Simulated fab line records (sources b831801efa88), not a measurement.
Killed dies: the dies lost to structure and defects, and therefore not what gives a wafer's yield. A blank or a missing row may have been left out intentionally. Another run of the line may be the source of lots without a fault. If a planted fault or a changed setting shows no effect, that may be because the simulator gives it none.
One fault seen from 2 desks    flow gf180mcu    numbers are kept per desk, each desk with only its own; the story behind them comes last

AT THE TOOL OWNER'S DESK: pvdSputter-01
The tool's own readings at GF_MIM_SPUTTER_00 (material Ti, target thk 37.5 nm, time 150 s): means of the sampled wafers that have a number, for each lot that ran on this tool. Marked OUT: a lot whose mean sits more than 4 standard deviations from the usual mean, which makes it out of limits; the brackets give that distance.
Columns: A = chamberPressurePa at GF_MIM_SPUTTER_00, usual 2.000 Pa; B = throttleValvePct at GF_MIM_SPUTTER_00, usual 30.9 %
lot   first seen here  A      B
L617  day 26 21:33     1.997  31.1
L625  day 29 08:47     2.000  31.3
This desk's verdict: no lot among the 2 shows anything out of limits.

METROLOGY DESK
Lot by lot, what the gauges showed, no matter which tool ran the lot: averages of those sampled wafers that carry a number. Marked OUT: a lot whose mean sits more than 4 standard deviations from the usual mean, which makes it out of limits; the brackets give that distance.
Columns: A = V4_OVL at GF_V4_OVL_MEAS_15, usual 2 nm; B = V4_W_RS at GF_V4_RS_MEAS_24, usual 0.324 ohm/sq; C = V4_W_THK at GF_V4_THK_MEAS_25, usual 349 nm
lot   first seen here  A   B      C
L609  day 25 01:33     -7  0.328  345
L617  day 26 20:10     1   0.323  350
L625  day 29 07:21     7   0.326  348
L627  day 29 23:46     -1  0.326  339
L631  day 31 02:09     8   0.326  345
This desk's verdict: no lot among the 5 shows anything out of limits.

PUT TOGETHER
Nothing out of limits was seen by the tool owner's desk.
The metrology desk saw nothing out of limits.

WHAT THE SIMULATOR PUT IN
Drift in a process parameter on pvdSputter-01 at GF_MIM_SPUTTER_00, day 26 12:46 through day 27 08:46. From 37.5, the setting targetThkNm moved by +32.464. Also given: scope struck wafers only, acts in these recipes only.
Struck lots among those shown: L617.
